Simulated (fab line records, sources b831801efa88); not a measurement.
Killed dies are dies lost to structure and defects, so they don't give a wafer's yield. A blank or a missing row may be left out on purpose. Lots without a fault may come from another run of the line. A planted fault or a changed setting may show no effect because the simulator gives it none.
A sampling plan put to the test | flow gf180mcu | one fab line, 51 faults that these records tell of, each judged on the records of the lots that it struck; 1 more is left out, because the records don't allow judging it
The plan is the line's own looks: the steps of the route at which a gauge or an inspection reads the wafer and doesn't change it. A look can be judged if struck wafers have a number there and the file gives its usual mean and standard deviation on fault-free wafers. Caught: at a look after the fault's first step, the mean of the struck wafers lies 4 or more of those standard deviations (sigma) from the usual mean. On the tool: the same test on the tool's own readings at the fault's steps. Another recipe on the struck wafers, or a record that is blank for them alone, also counts as caught.

THE FAULTS, as the simulator had put them in
1. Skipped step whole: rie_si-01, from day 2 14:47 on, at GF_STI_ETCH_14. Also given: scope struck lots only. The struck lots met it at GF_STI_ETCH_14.
2. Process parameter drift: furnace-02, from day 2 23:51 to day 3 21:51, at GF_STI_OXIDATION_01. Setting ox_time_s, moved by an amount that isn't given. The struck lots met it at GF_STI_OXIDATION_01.
3. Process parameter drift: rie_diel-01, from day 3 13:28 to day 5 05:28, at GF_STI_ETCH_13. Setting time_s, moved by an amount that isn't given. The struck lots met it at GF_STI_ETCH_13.
4. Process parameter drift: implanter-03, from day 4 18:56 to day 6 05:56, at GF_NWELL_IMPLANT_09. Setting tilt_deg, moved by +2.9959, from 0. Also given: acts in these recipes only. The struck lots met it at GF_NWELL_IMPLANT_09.
5. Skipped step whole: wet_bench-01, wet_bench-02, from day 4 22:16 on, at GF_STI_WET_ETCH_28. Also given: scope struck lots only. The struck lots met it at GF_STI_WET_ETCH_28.
6. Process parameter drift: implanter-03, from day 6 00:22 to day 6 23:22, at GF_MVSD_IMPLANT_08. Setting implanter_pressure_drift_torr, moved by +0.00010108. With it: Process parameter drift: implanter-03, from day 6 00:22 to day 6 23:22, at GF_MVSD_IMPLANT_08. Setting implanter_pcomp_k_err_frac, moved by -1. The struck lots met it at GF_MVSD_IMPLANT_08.
7. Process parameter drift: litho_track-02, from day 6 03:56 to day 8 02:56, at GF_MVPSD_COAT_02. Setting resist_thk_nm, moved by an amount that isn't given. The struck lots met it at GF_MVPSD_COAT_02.
8. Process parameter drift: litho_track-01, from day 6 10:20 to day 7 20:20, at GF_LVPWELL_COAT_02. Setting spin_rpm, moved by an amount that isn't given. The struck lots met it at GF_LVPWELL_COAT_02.
9. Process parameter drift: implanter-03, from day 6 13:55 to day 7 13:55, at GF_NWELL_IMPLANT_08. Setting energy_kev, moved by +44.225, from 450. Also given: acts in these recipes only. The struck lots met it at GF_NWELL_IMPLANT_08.
10. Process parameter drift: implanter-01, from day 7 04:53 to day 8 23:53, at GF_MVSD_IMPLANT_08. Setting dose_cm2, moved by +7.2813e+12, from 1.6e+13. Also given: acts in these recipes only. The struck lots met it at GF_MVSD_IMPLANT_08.
11. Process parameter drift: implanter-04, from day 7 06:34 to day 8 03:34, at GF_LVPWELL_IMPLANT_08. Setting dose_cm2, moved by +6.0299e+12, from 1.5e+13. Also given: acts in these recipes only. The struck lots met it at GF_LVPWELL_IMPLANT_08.
12. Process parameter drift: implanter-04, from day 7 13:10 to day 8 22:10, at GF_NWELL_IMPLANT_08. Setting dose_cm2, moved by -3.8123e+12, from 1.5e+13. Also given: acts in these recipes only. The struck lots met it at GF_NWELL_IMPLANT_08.
13. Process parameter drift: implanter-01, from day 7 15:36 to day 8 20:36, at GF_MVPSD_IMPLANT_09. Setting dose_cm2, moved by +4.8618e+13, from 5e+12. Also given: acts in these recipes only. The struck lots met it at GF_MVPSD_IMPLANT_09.
14. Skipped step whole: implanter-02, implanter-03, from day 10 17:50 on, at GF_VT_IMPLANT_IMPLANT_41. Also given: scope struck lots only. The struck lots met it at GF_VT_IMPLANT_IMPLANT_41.
15. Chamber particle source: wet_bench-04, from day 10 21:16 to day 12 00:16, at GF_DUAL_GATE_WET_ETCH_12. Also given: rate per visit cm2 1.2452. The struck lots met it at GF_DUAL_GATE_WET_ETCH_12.
16. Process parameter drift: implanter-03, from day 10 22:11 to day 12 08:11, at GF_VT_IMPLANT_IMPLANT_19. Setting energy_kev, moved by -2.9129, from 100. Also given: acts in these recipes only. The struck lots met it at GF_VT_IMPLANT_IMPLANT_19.
17. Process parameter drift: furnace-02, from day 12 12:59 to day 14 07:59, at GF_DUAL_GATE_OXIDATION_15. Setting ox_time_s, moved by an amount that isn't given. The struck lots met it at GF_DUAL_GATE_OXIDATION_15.
18. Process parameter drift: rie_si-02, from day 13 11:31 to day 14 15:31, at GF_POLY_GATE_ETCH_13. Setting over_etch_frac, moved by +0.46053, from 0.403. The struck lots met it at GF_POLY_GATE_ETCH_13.
19. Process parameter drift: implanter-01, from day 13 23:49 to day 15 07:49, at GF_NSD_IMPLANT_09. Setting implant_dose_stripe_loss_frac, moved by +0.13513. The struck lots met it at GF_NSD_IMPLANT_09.
20. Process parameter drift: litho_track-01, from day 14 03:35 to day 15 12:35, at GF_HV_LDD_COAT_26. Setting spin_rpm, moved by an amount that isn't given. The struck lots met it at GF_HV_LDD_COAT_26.
21. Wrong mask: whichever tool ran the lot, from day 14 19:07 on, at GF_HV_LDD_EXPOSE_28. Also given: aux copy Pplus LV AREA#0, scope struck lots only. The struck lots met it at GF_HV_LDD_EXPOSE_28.
22. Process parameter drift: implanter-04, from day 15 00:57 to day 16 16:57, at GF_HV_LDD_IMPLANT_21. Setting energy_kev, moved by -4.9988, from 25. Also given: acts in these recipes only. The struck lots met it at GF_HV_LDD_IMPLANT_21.
23. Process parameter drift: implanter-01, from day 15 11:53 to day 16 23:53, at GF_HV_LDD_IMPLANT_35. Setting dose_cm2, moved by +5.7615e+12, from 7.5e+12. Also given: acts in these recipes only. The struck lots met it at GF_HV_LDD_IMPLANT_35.
24. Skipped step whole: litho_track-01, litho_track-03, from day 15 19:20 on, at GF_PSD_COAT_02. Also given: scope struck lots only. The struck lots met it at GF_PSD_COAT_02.
25. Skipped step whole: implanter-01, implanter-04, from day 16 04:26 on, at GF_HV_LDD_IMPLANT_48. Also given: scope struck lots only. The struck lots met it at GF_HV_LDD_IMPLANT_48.
26. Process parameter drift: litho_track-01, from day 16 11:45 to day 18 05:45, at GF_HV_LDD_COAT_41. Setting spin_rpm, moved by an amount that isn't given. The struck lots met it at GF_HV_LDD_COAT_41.
27. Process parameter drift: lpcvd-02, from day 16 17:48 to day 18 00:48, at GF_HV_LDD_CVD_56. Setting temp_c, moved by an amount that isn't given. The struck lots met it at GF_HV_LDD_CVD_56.
28. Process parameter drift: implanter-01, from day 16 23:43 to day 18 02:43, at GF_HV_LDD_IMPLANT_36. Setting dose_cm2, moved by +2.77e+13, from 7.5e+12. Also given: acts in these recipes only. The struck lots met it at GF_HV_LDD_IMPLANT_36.
29. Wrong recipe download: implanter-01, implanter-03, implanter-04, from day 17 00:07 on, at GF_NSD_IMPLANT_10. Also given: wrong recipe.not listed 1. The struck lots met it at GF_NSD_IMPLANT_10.
30. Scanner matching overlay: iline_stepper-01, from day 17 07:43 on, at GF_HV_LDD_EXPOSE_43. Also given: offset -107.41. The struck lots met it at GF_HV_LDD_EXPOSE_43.
31. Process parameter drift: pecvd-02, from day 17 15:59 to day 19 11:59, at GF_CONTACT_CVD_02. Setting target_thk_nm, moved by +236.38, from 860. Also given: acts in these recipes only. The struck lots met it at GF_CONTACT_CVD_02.
32. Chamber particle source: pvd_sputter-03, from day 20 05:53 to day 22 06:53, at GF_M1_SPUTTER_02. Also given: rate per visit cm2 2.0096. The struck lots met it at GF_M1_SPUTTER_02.
33. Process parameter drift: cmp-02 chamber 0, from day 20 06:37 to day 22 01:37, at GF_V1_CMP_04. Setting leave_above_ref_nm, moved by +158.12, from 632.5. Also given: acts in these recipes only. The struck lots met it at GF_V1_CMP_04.
34. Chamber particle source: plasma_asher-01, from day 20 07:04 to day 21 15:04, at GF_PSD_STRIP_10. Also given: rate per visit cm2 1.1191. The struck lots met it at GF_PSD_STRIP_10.
35. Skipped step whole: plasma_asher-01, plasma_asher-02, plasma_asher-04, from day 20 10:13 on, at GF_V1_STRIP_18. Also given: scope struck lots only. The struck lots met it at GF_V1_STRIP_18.
36. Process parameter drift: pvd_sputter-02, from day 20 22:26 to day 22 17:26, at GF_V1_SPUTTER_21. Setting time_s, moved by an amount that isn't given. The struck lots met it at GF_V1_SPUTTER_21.
37. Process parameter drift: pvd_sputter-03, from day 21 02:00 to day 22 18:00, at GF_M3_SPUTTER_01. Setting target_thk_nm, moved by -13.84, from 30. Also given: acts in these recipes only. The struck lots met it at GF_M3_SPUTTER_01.
38. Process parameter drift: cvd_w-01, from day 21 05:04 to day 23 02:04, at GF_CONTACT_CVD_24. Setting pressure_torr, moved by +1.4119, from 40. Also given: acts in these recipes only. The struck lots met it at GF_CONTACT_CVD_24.
39. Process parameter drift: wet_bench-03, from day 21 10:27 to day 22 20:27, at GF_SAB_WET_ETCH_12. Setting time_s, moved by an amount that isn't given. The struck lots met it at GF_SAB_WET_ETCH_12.
40. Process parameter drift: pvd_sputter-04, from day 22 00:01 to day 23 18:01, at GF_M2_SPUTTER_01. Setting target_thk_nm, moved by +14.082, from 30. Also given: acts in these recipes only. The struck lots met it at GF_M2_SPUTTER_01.
41. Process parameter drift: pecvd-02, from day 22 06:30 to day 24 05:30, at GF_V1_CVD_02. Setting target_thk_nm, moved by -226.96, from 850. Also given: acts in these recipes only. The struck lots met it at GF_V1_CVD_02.
42. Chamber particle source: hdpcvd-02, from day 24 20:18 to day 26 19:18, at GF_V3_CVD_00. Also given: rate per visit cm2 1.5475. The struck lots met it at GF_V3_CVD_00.
43. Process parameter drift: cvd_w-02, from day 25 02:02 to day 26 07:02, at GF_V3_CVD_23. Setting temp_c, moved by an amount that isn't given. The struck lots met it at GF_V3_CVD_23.
44. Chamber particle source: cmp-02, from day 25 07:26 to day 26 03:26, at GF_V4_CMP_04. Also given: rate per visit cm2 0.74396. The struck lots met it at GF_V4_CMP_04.
45. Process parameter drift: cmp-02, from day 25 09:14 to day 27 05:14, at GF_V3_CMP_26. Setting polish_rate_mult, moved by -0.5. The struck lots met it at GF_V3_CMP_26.
46. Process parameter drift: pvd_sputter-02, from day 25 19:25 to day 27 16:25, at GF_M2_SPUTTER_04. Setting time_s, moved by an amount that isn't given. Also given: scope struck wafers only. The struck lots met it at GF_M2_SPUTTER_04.
47. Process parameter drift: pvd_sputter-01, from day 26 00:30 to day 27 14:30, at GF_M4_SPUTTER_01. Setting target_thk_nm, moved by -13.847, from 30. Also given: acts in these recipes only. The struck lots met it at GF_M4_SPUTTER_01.
48. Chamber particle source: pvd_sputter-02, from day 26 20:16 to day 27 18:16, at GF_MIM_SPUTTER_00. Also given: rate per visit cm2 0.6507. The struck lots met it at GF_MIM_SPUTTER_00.
49. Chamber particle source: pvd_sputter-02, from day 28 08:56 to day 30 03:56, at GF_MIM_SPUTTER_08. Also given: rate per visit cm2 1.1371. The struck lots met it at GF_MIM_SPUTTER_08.
50. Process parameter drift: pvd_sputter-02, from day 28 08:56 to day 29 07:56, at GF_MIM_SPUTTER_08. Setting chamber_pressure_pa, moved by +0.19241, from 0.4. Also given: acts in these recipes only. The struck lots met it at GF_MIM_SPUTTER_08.
51. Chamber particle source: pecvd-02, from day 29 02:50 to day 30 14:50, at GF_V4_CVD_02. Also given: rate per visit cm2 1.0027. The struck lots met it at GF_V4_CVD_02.

WHAT THE PLAN SAW
fault | on the tool itself                               | first look that catches it                      | reading, sigma                                               | median hours from its first step to that look | hours from the fault's start to the first struck lot there | judged looks passed uncaught
1     | the tool's record is blank for the struck wafers | no look after it can be judged                  | -                                                            | -                                             | -                                                          | 0
2     | under 2 sigma                                    | GF_STI_THK_MEAS_02                              | STI_OXIDATION_THK +17                                        | 1.4                                           | 4                                                          | 0
3     | run_length_s +19 sigma                           | no look after it can be judged                  | -                                                            | -                                             | -                                                          | 0
4     | tilt_deg +99 or beyond sigma                     | GF_VT_IMPLANT_RS_MEAS_47                        | NWELL_RS -7.1                                                | 112.9                                         | 113                                                        | 1
5     | no reading that can be judged                    | none of the 4 looks that can be judged after it | -                                                            | -                                             | -                                                          | 4
6     | end_station_pressure_torr +99 or beyond sigma    | GF_MVSD_TW_MEAS_11                              | MVSD_TW +13                                                  | 0.4                                           | 3                                                          | 0
7     | no reading that can be judged                    | none of the 2 looks that can be judged after it | -                                                            | -                                             | -                                                          | 2
8     | spin_speed_rpm -27 sigma                         | not the one look that can be judged after it    | -                                                            | -                                             | -                                                          | 1
9     | beam_energy_keV +99 or beyond sigma              | GF_VT_IMPLANT_RS_MEAS_47                        | NWELL_RS -7.3                                                | 120.3                                         | 124                                                        | 0
10    | dose_ions_cm2 +99 or beyond sigma                | GF_MVSD_TW_MEAS_11                              | MVSD_TW +22                                                  | 0.4                                           | 2                                                          | 0
11    | dose_ions_cm2 +99 or beyond sigma                | GF_LVPWELL_TW_MEAS_11                           | LVPWELL_TW +21                                               | 0.4                                           | 4                                                          | 0
12    | dose_ions_cm2 -99 or beyond sigma                | GF_NWELL_TW_MEAS_11                             | NWELL_TW -16                                                 | 0.4                                           | 8                                                          | 0
13    | dose_ions_cm2 +99 or beyond sigma                | GF_MVPSD_TW_MEAS_11                             | MVPSD_TW +89                                                 | 0.2                                           | 16                                                         | 0
14    | the tool's record is blank for the struck wafers | GF_VT_IMPLANT_TW_MEAS_43                        | VT_IMPLANT_4_TW -99 or beyond                                | 0.2                                           | 1                                                          | 0
15    | under 2 sigma                                    | not the one look that can be judged after it    | -                                                            | -                                             | -                                                          | 1
16    | beam_energy_keV -99 or beyond sigma              | none of the 2 looks that can be judged after it | strongest: VT_IMPLANT_2_TW at GF_VT_IMPLANT_TW_MEAS_21, -2.2 | -                                             | -                                                          | 2
17    | under 2 sigma                                    | no look after it can be judged                  | -                                                            | -                                             | -                                                          | 0
18    | oes_product_au -20 sigma                         | no look after it can be judged                  | -                                                            | -                                             | -                                                          | 0
19    | no reading that can be judged                    | GF_PSD_RS_MEAS_14                               | NSD_RS +6.9                                                  | 22.0                                          | 27                                                         | 0
20    | spin_speed_rpm -56 sigma                         | none of the 2 looks that can be judged after it | -                                                            | -                                             | -                                                          | 2
21    | no reading that can be judged                    | GF_HV_LDD_TW_MEAS_38                            | HV_LDD_3_TW -99 or beyond                                    | 11.8                                          | 13                                                         | 0
22    | beam_energy_keV -99 or beyond sigma              | GF_HV_LDD_TW_MEAS_23                            | HV_LDD_2_TW -12                                              | 0.2                                           | 4                                                          | 0
23    | dose_ions_cm2 +99 or beyond sigma                | GF_HV_LDD_TW_MEAS_38                            | HV_LDD_3_TW +12                                              | 0.4                                           | 8                                                          | 0
24    | the tool's record is blank for the struck wafers | not the one look that can be judged after it    | -                                                            | -                                             | -                                                          | 1
25    | the tool's record is blank for the struck wafers | GF_HV_LDD_TW_MEAS_50                            | HV_LDD_4_TW -99 or beyond                                    | 0.2                                           | 2                                                          | 0
26    | spin_speed_rpm +65 sigma                         | not the one look that can be judged after it    | -                                                            | -                                             | -                                                          | 1
27    | spike_tc_upper_C +21 sigma                       | GF_HV_LDD_THK_MEAS_57                           | HV_LDD_CVD_56_THK +52                                        | 1.4                                           | 11                                                         | 0
28    | dose_ions_cm2 +99 or beyond sigma                | GF_HV_LDD_TW_MEAS_38                            | HV_LDD_3_TW +51                                              | 0.2                                           | 6                                                          | 0
29    | under 2 sigma                                    | GF_PSD_RS_MEAS_14                               | NSD_RS +87                                                   | 23.9                                          | 28                                                         | 0
30    | no reading that can be judged                    | GF_HV_LDD_OVL_MEAS_47                           | HV_LDD_03_OVL -70                                            | 11.8                                          | 22                                                         | 0
31    | under 2 sigma                                    | GF_CONTACT_THK_MEAS_03                          | CONTACT_CVD_02_THK +24                                       | 0.1                                           | 16                                                         | 0
32    | under 2 sigma                                    | not the one look that can be judged after it    | -                                                            | -                                             | -                                                          | 1
33    | time_to_endpoint_s -10 sigma                     | not the one look that can be judged after it    | -                                                            | -                                             | -                                                          | 1
34    | under 2 sigma                                    | none of the 3 looks that can be judged after it | -                                                            | -                                             | -                                                          | 3
35    | the tool's record is blank for the struck wafers | no look after it can be judged                  | -                                                            | -                                             | -                                                          | 0
36    | under 2 sigma                                    | no look after it can be judged                  | -                                                            | -                                             | -                                                          | 0
37    | under 2 sigma                                    | no look after it can be judged                  | -                                                            | -                                             | -                                                          | 0
38    | chamber_pressure_Torr +17 sigma                  | not the one look that can be judged after it    | -                                                            | -                                             | -                                                          | 1
39    | run_length_s +19 sigma                           | no look after it can be judged                  | -                                                            | -                                             | -                                                          | 0
40    | under 2 sigma                                    | no look after it can be judged                  | -                                                            | -                                             | -                                                          | 0
41    | under 2 sigma                                    | GF_V1_THK_MEAS_03                               | V1_CVD_02_THK -17                                            | 0.1                                           | 4                                                          | 0
42    | under 2 sigma                                    | not the one look that can be judged after it    | -                                                            | -                                             | -                                                          | 1
43    | susceptor_temp_C +15 sigma                       | GF_V3_RS_MEAS_24                                | V3_W_RS -7.3                                                 | 0.1                                           | 3                                                          | 0
44    | under 2 sigma                                    | not the one look that can be judged after it    | -                                                            | -                                             | -                                                          | 1
45    | overpolish_run_s -99 or beyond sigma             | no look after it can be judged                  | -                                                            | -                                             | -                                                          | 0
46    | under 2 sigma                                    | none of the 2 looks that can be judged after it | strongest: M2_ALCU_THK at GF_M2_THK_MEAS_06, -3.1            | -                                             | -                                                          | 2
47    | under 2 sigma                                    | no look after it can be judged                  | -                                                            | -                                             | -                                                          | 0
48    | under 2 sigma                                    | none of the 3 looks that can be judged after it | -                                                            | -                                             | -                                                          | 3
49    | under 2 sigma                                    | not the one look that can be judged after it    | -                                                            | -                                             | -                                                          | 1
50    | chamber_pressure_pa +99 or beyond sigma          | GF_MIM_RS_MEAS_10                               | MIM_ALCU_RS +9.0                                             | 0.1                                           | 10                                                         | 0
51    | under 2 sigma                                    | not the one look that can be judged after it    | -                                                            | -                                             | -                                                          | 1
A dash: the fault isn't caught, or these records don't give the number.

Caught at a look: 22 of 51. Caught on the tool: 28 of 51. By one or the other: 35 of 51.
Caught on the tool alone: faults 1, 3, 8, 16, 18, 20, 24, 26, 33, 35, 38, 39, 45.
Caught at a look alone: faults 2, 19, 21, 29, 30, 31, 41.
Caught by neither: faults 5, 7, 15, 17, 32, 34, 36, 37, 40, 42, 44, 46, 47, 48, 49, 51.

THINNER SAMPLING
If the look that catches a fault measured only every second or every third lot, by lot number, the first struck lot would be measured this late in the worst case:
fault | struck lots at that look, in order of time | every lot | every second lot | every third lot
2     | L877, L878, L879                           | 4 h       | 10 h             | 14 h
4     | L304, L309                                 | 113 h     | 144 h            | may miss all 2
6     | L246, L247, L248                           | 3 h       | 8 h              | 16 h
9     | L824, L825                                 | 124 h     | 130 h            | may miss all 2
10    | L527, L529                                 | 2 h       | may miss all 2   | may miss all 2
11    | L680, L681                                 | 4 h       | 8 h              | may miss all 2
12    | L375, L377                                 | 8 h       | may miss all 2   | may miss all 2
13    | L359, L360, L361                           | 16 h      | 21 h             | 28 h
14    | L538, L539, L540                           | 1 h       | 12 h             | 16 h
19    | L713, L716                                 | 27 h      | 48 h             | may miss all 2
21    | L549                                       | 13 h      | may miss it      | may miss it
22    | L119, L122                                 | 4 h       | 30 h             | may miss all 2
23    | L990, L993                                 | 8 h       | 30 h             | may miss all 2
25    | L451, L452, L453                           | 2 h       | 14 h             | 22 h
27    | L158, L160                                 | 11 h      | may miss all 2   | may miss all 2
28    | L627, L628, L629                           | 6 h       | 14 h             | 19 h
29    | L207, L208, L209                           | 28 h      | 32 h             | 45 h
30    | L916, L918                                 | 22 h      | may miss all 2   | may miss all 2
31    | L546, L548                                 | 16 h      | may miss all 2   | may miss all 2
41    | L573, L574                                 | 4 h       | 9 h              | may miss all 2
43    | L465, L466                                 | 3 h       | 11 h             | may miss all 2
50    | L272, L273                                 | 10 h      | 18 h             | may miss all 2
Hours are from the fault's start to the first struck lot that is measured. The limit of 4 sigma was tested on all struck wafers together, so one lot alone may lie under it. Other struck lots may not be in these records.

THE LONGEST TIMED WAY FROM STEP TO LOOK
Fault 9: a median of 120.3 hours passes between GF_NWELL_IMPLANT_08 and GF_VT_IMPLANT_RS_MEAS_47. No look between them can be judged.
